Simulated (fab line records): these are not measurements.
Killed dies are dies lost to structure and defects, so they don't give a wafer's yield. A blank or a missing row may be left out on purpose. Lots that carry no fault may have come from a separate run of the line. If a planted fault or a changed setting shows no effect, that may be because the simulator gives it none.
fab line records	flow sky130
record: lots: 5	wafers: 15	lastDay: 50
route steps=708 shown METAL1@440 PAD_OPEN@708
lots untouched by any fault: they come from a run of this same line in which no faults occurred
startH: the number of hours between the record's first day and the start of the first shown wafer of the lot	waitH: time in hours since the lot's previous step	" as in the row above	L1.1+2: a single row standing in for several wafers	- no value present, or no start provided	* or withheld: withheld	< > ~ a bound
route shown NAME@n: names a module that has steps shown in the file, with the first one's number in the route	usual: the fault-free wafers' mean and standard deviation	same: alike in all rows	chamber/n: place in a boat	sites: each site's reading	_std_site: standard deviation of those values	_edge_site: outer sites' mean less inner sites'	radiusMm: how far each site lies from the wafer's centre	mask NAME#n: copy n	behind: the tool/chamber that last shaped the wafer	hold: reason for holding the lot/hours on hold/outcome of the hold	device: the n, p or np transistor that did not switch	end of line: tests of these same wafers at the route's end	step lacking rows: just its recipe	killed: count of dies lost to structure and defects at first sort (not the wafer's yield)	map: per-die view of a wafer (x killed, . not killed, _ where there is no die)
set.NAME: the run value of the setting; set.NAME@STEP: its run value at that earlier step	model.NAME: the simulator's own value behind a step, which no gauge read
lots at selected steps of the route; one table per step, one row per wafer
services: the hour from which a tool's chamber was out of use, counted from the record's first day as startH (under 0 if before that day), plus the number of hours and why
== steps ==
step: SKY_METAL1_THK_MEAS_06
recipe: thkMeasGauge: xrf	reads: AlCu_of_METAL1_SPUTTER_02
usual: METAL1_ALCU_THK: 246.8/2.9
lot.wafer	tool	chamber	startH	waitH	METAL1_ALCU_THK[nm]
L506.3	filmMetro-03	-	760.05	0.1	247.3
L506.4	"	-	"	"	249.7
L506.5	"	-	"	"	246.5
L509.2	filmMetro-04	-	777.11	0.1	255.2
L509.4	"	-	"	"	250.4
L509.5	"	-	"	"	252.6
L517.1	filmMetro-04	-	839.60	0.1	246.0
L517.4	"	-	"	"	244.9
L517.5	"	-	"	"	247.6
L519.1	filmMetro-04	-	857.86	0.1	243.3
L519.5	"	-	"	"	246.4
L519.6	"	-	"	"	247.5
L524.2	filmMetro-04	-	902.20	0.1	248.9
L524.4	"	-	"	"	249.3
L524.6	"	-	"	"	249.0
step: SKY_METAL1_DEHYDRATE_07
recipe: tempC: 200	timeS: 60
step: SKY_METAL1_HMDS_08
recipe: primeTimeS: 60	primeTempC: 120
step: SKY_METAL1_COAT_09
recipe: resist: BARC	tempC: withheld	timeS: withheld	spinRpm: 3000	resistThkNm: 60
step: SKY_METAL1_COAT_10
recipe: resist: KrF-thick	spinRpm: 3000	resistThkNm: 450
step: SKY_METAL1_SOFTBAKE_11
recipe: tempC: 100	timeS: 90	resist: KrF-thick
step: SKY_METAL1_EXPOSE_12
recipe: maskId: MM1	na: 0.8	sourceShape: annular	sigmaInner: 0.55	sigmaOuter: 0.85	targetCdNm: 140	doseMj: 28
step: SKY_METAL1_PEB_13
recipe: pebTempC: withheld	pebTimeS: withheld	resist: KrF-thick
step: SKY_METAL1_DEVELOP_14
recipe: developTimeS: 60	resist: KrF-thick	devTempC: 21
step: SKY_METAL1_CD_MEAS_15
recipe: targetCdNm: 140
usual: cdNm: 139.7/1.6
lot.wafer	tool	chamber	startH	waitH	cdNm
L506.3	cdSem-02	-	786.41	-	137.1
L506.4	"	-	"	"	137.5
L506.5	"	-	"	"	138.2
L509.2	cdSem-02	-	803.08	-	140.8
L509.4	"	-	"	"	142.2
L509.5	"	-	"	"	139.9
L517.1	cdSem-01	-	864.87	-	142.1
L517.4	"	-	"	"	142.2
L517.5	"	-	"	"	140.2
L519.1	cdSem-02	-	883.22	-	142.3
L519.5	"	-	"	"	139.9
L519.6	"	-	"	"	141.7
L524.2	cdSem-01	-	927.53	-	138.2
L524.4	"	-	"	"	138.0
L524.6	"	-	"	"	137.5
step: SKY_METAL1_OVL_MEAS_16
usual: METAL1_OVL: -5/6.7
lot.wafer	tool	chamber	startH	waitH	METAL1_OVL[nm]
L506.3	overlay-02	-	786.50	0.1	-12
L506.4	"	-	"	"	-4
L506.5	"	-	"	"	-17
L509.2	overlay-02	-	803.18	0.1	6
L509.4	"	-	"	"	7
L509.5	"	-	"	"	-4
L517.1	overlay-01	-	864.99	0.1	2
L517.4	"	-	"	"	-1
L517.5	"	-	"	"	0
L519.1	overlay-02	-	883.34	0.1	-9
L519.5	"	-	"	"	-6
L519.6	"	-	"	"	-3
L524.2	overlay-01	-	927.63	0.1	4
L524.4	"	-	"	"	-1
L524.6	"	-	"	"	-3
step: SKY_METAL1_DESCUM_17
recipe: chemistry: O2	sourcePowerW: 150	biasPowerW: 0	pressureMtorr: 10	tempC: 40	timeS: 8
usual: drypumpMotorCurrentA: 5.9/0.57	heBacksideLeakSccm: 3.4/0.34	oesProductAu: 1.003/0.011
lot.wafer	tool	chamber	startH	waitH	drypumpMotorCurrentA	heBacksideLeakSccm	oesProductAu	rfHoursCounterH
L506.3	rieMetal-04	1	786.54	0.0	6.3	3.2	1.000	-
L506.4	"	0	"	"	6.1	3.7	0.986	-
L506.5	"	0	"	"	6.1	3.7	0.993	-
L509.2	rieMetal-03	1	803.21	0.0	5.1	3.2	1.007	1
L509.4	"	1	"	"	5.1	3.2	1.016	-
L509.5	"	0	"	"	5.0	3.2	1.003	-
L517.1	rieMetal-03	1	865.02	0.0	5.1	3.4	1.004	4
L517.4	"	1	"	"	5.1	3.3	1.008	-
L517.5	"	1	"	"	5.1	3.4	1.017	-
L519.1	rieMetal-04	1	883.37	0.0	6.3	3.4	1.000	3
L519.5	"	1	"	"	6.3	3.3	0.985	-
L519.6	"	1	"	"	6.3	3.3	0.990	-
L524.2	rieMetal-03	0	927.66	0.0	4.9	3.1	1.011	6
L524.4	"	1	"	"	5.1	3.3	0.999	-
L524.6	"	1	"	"	5.1	3.4	1.017	-
step: SKY_METAL1_ETCH_18
recipe: chemistry: N2/H2	target: BARC	ionEnergyEv: 200	biasW: 100	pressureMtorr: 30	n2FlowSccm: 100	h2FlowSccm: 200	icpW: 500	stopOn: SiO2	timeS: 45.9	targetDepthA: 600
usual: drypumpMotorCurrentA: 5.9/0.58	heBacksideLeakSccm: 3.37/0.28	oesProductAu: 0.853/0.0047	throttleValvePct: 13.225/0.0099
lot.wafer	tool	chamber	startH	waitH	drypumpMotorCurrentA	heBacksideLeakSccm	oesProductAu	rfHoursCounterH	throttleValvePct	model.KrF-thick_of_METAL1_COAT_10.thkNm	model.METAL1.cdNm
L506.3	rieMetal-04	1	786.58	0.0	6.3	3.56	0.845	-	13.223	391.2	135.7
L506.4	"	0	"	"	6.1	3.67	0.852	-	13.230	392.7	136.4
L506.5	"	0	"	"	6.1	3.55	0.856	-	13.215	392.6	138.3
L509.2	rieMetal-03	1	803.24	0.0	5.1	3.43	0.860	1	13.216	390.4	139.8
L509.4	"	1	"	"	5.1	3.40	0.860	-	13.243	392.3	140.6
L509.5	"	0	"	"	5.0	2.99	0.848	-	13.220	391.3	140.2
L517.1	rieMetal-03	1	865.06	0.0	5.1	3.31	0.853	4	13.235	391.8	141.6
L517.4	"	1	"	"	5.1	3.32	0.846	-	13.208	393.3	141.8
L517.5	"	1	"	"	5.1	3.39	0.856	-	13.221	391.3	139.9
L519.1	rieMetal-04	1	883.44	0.1	6.4	3.44	0.857	3	13.235	394	141.5
L519.5	"	1	"	"	6.4	3.51	0.855	-	13.216	381.3	137.2
L519.6	"	1	"	"	6.3	3.40	0.863	-	13.216	394.7	141.9
L524.2	rieMetal-03	0	927.69	0.0	5.0	3.18	0.850	6	13.224	390.4	138.9
L524.4	"	1	"	"	5.1	3.24	0.854	-	13.231	391.7	138.2
L524.6	"	1	"	"	5.1	3.31	0.864	-	13.235	392	136.9
step: SKY_METAL1_METAL_ETCH_19
recipe: targetDepthA: 3600	stopOn: SiO2	overEtchFrac: 0.3	timeS: 78	chemistry: Cl2/BCl3	resistSidewallDeg: 88	pressureMtorr: 10	icpW: 900	biasW: 48.5	Cl2_flow_sccm: 60	bcl3FlowSccm: 30
usual: drypumpMotorCurrentA: 5.9/0.57	heBacksideLeakSccm: 3.4/0.31	oesProductAu: 0.852/0.0055	throttleValvePct: 22.265/0.0088
lot.wafer	tool	chamber	startH	waitH	drypumpMotorCurrentA	heBacksideLeakSccm	oesProductAu	rfHoursCounterH	throttleValvePct	model.KrF-thick_of_METAL1_COAT_10.thkNm
L506.3	rieMetal-04	1	786.65	0.1	6.3	3.2	0.853	-	22.274	156.6
L506.4	"	0	"	"	6.1	3.7	0.856	-	22.265	160.8
L506.5	"	0	"	"	6.1	3.5	0.851	-	22.267	163
L509.2	rieMetal-03	1	803.31	0.0	5.1	3.4	0.860	1	22.262	151.6
L509.4	"	1	"	"	5.1	3.5	0.846	-	22.256	154
L509.5	"	0	"	"	4.9	3.2	0.853	-	22.252	152.7
L517.1	rieMetal-03	1	865.12	0.0	5.1	3.4	0.846	4	22.266	156.3
L517.4	"	1	"	"	5.1	3.3	0.849	-	22.255	156.8
L517.5	"	1	"	"	5.1	3.3	0.855	-	22.267	155.1
L519.1	rieMetal-04	1	883.56	0.1	6.3	3.2	0.843	3	22.280	161.7
L519.5	"	1	"	"	6.3	3.3	0.850	-	22.271	149.1
L519.6	"	1	"	"	6.3	3.3	0.850	-	22.253	166
L524.2	rieMetal-03	0	927.76	0.0	5.0	3.2	0.852	6	22.278	154.1
L524.4	"	1	"	"	5.1	3.1	0.854	-	22.267	152.1
L524.6	"	1	"	"	5.1	3.2	0.851	-	22.248	152.8
step: SKY_METAL1_STRIP_20
recipe: chemistry: O2/N2	powerW: 1400	pressureMtorr: 1500	platenTempC: withheld	o2FlowSccm: 3000	n2FlowSccm: 300	overashFraction: 0.5
usual: drypumpMotorCurrentA: 5.8/0.54	oesProductAu: 0.342/0.0049	stripTimeToEndpointS: 2.69/0.041
lot.wafer	tool	chamber	startH	waitH	drypumpMotorCurrentA	oesProductAu	rfHoursCounterH	stripTimeToEndpointS
L506.3	plasmaAsher-01	0	786.74	0.1	6.5	0.335	-	2.68
L506.4	"	1	"	"	6.6	0.341	-	2.72
L506.5	"	0	"	"	6.5	0.344	-	2.74
L509.2	plasmaAsher-02	1	803.40	0.1	5.7	0.332	6	2.61
L509.4	"	0	"	"	5.3	0.345	-	2.65
L509.5	"	1	"	"	5.7	0.338	-	2.63
L517.1	plasmaAsher-02	1	865.21	0.1	5.7	0.342	11	2.68
L517.4	"	0	"	"	5.3	0.344	-	2.67
L517.5	"	0	"	"	5.4	0.334	-	2.67
L519.1	plasmaAsher-02	0	883.74	0.1	5.4	0.347	14	2.73
L519.5	"	1	"	"	5.7	0.335	-	2.58
L519.6	"	0	"	"	5.3	0.342	-	2.76
L524.2	plasmaAsher-04	0	927.85	0.1	5.6	0.336	81	2.65
L524.4	"	0	"	"	5.6	0.345	-	2.61
L524.6	"	1	"	"	5.2	0.343	-	2.64
step: SKY_PAD_OPEN_PROBE_99
usual: defectLimitedYield: 82.4/1.8	killed_at_M0_to_M3: 45/6.8	killed_at_M4_up: 3.2/1.6	killedAtContacts: 24/5.1	killedAtFrontEnd: 14/4.4	killedAtOther: 0.4/0.65	killedDies: 87/8.8	killedOpen: 47/7.2	killedShort: 39/6.1	sort_bin_3_pad_short: 0.9/0.38	sort_bin_5_function: 10.4/1.5	sort_bin_6_memory: 6.4/1.1	sortNPass: 405/8.8	sortYieldPct: 82.4/1.8
same: grossDies: 492	killedAtBackSide: 0	sort_bin_4_leakage[%]: 0	sort_bin_8_speed[%]: 0
lot.wafer	tool	chamber	startH	waitH	defectLimitedYield[%]	killed_at_M0_to_M3	killed_at_M4_up	killedAtContacts	killedAtFrontEnd	killedAtOther	killedDies	killedOpen	killedShort	sort_bin_3_pad_short[%]	sort_bin_5_function[%]	sort_bin_6_memory[%]	sortNPass	sortYieldPct[%]
L509.2	prober-01	-	1104.95	0.1	82.1	38	3	31	16	0	88	52	36	1.0	10.4	6.5	404	82.1
L509.4	prober-01	-	1105.05	0.2	81.5	55	2	28	6	0	91	54	36	0.6	10.8	7.1	401	81.5
L509.5	prober-01	-	1105.10	0.2	82.1	52	3	19	14	0	88	53	35	0.8	13.0	4.1	404	82.1
L519.1	prober-01	-	1164.63	0.1	83.5	37	4	26	12	2	81	43	37	0.8	8.9	6.7	411	83.5
L519.5	prober-01	-	1164.83	0.2	80.7	43	3	30	19	0	95	44	50	1.2	11.4	6.7	397	80.7
L519.6	prober-01	-	1164.88	0.2	81.1	54	4	24	11	0	93	42	51	0.6	11.4	6.9	399	81.1
killed by level:class
L509.2 CONTACT:geometricParticle:open=9 VIA1:geometricParticle:open=9 LI_CONTACT:geometricParticle:open=8 VIA2:geometricParticle:open=7 CONTACT:geometricParticle:short=6 FIELD_ISO:geometricParticle:open=5 VIA3:geometricParticle:open=5 LOCAL_INTERCONNECT:geometricParticle:short=4
L509.4 VIA3:geometricParticle:open=14 VIA1:geometricParticle:open=11 METAL2:geometricParticle:short=9 CONTACT:geometricParticle:open=7 LI_CONTACT:geometricParticle:open=6 VIA2:geometricParticle:open=6 CONTACT:geometricParticle:short=5 LI_CONTACT:geometricParticle:short=4
L509.5 VIA1:geometricParticle:open=14 VIA3:geometricParticle:open=7 VIA2:geometricParticle:short=7 LI_CONTACT:geometricParticle:open=6 VIA2:geometricParticle:open=6 CONTACT:geometricParticle:open=6 POLY_GATE:geometricParticle:short=4 METAL2:geometricParticle:short=4
L519.1 LI_CONTACT:geometricParticle:open=9 CONTACT:geometricParticle:open=8 VIA3:geometricParticle:open=8 VIA1:geometricParticle:open=6 VIA2:geometricParticle:short=5 CONTACT:geometricParticle:short=4 METAL3:geometricParticle:short=4 FIELD_ISO:geometricParticle:short=3
L519.5 CONTACT:geometricParticle:open=14 POLY_GATE:geometricParticle:short=7 VIA2:geometricParticle:open=7 VIA1:geometricParticle:short=7 VIA1:geometricParticle:open=6 CONTACT:geometricParticle:short=6 FIELD_ISO:geometricParticle:short=5 LI_CONTACT:geometricParticle:short=5
L519.6 METAL1:geometricParticle:short=14 VIA1:geometricParticle:open=9 VIA1:geometricParticle:short=7 CONTACT:geometricParticle:open=6 METAL2:geometricParticle:short=6 VIA2:geometricParticle:open=5 CONTACT:geometricParticle:short=5 METAL1:geometricParticle:open=5
== services ==
tool	chamber	startH	hours	kind
rieMetal-04	-	762.89	2.8	pm
plasmaAsher-04	-	801.29	12.6	repair
rieMetal-04	1	807.09	-	clean
rieMetal-04	1	807.09	22.8	scheduledDown
rieMetal-04	1	807.09	22.8	ventCycle
plasmaAsher-02	-	821.24	12.2	pm
rieMetal-03	0	822.57	13.1	repair
plasmaAsher-04	-	842.84	0.3	repair
rieMetal-03	0	843.74	5.0	repair
rieMetal-03	-	856.31	2.8	pm
plasmaAsher-01	-	858.36	3.5	repair
rieMetal-04	0	880.09	-	clean
rieMetal-04	0	880.09	15.5	scheduledDown
rieMetal-04	0	880.09	15.5	ventCycle
rieMetal-04	-	913.56	0.7	repair
== key ==
firstSign none at tools or gauges
modelEffect: step: SKY_METAL1_ETCH_18	value: KrF-thick_of_METAL1_COAT_10.thkNm	without: 394.3	struck: 381.3
modelEffect: step: SKY_METAL1_METAL_ETCH_19	value: KrF-thick_of_METAL1_COAT_10.thkNm	without: 162.1	struck: 149.1
metAt SKY_METAL1_ETCH_18
struckWafers L519.5
onsetBetween 786.58 883.44
fault: kind: processParameterDrift	tool: rieMetal-04	chamber: -	onsetH: 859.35	steps: SKY_METAL1_ETCH_18	channel: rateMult	offset: 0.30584	shape: step	endH: 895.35	scope: struckWafersOnly
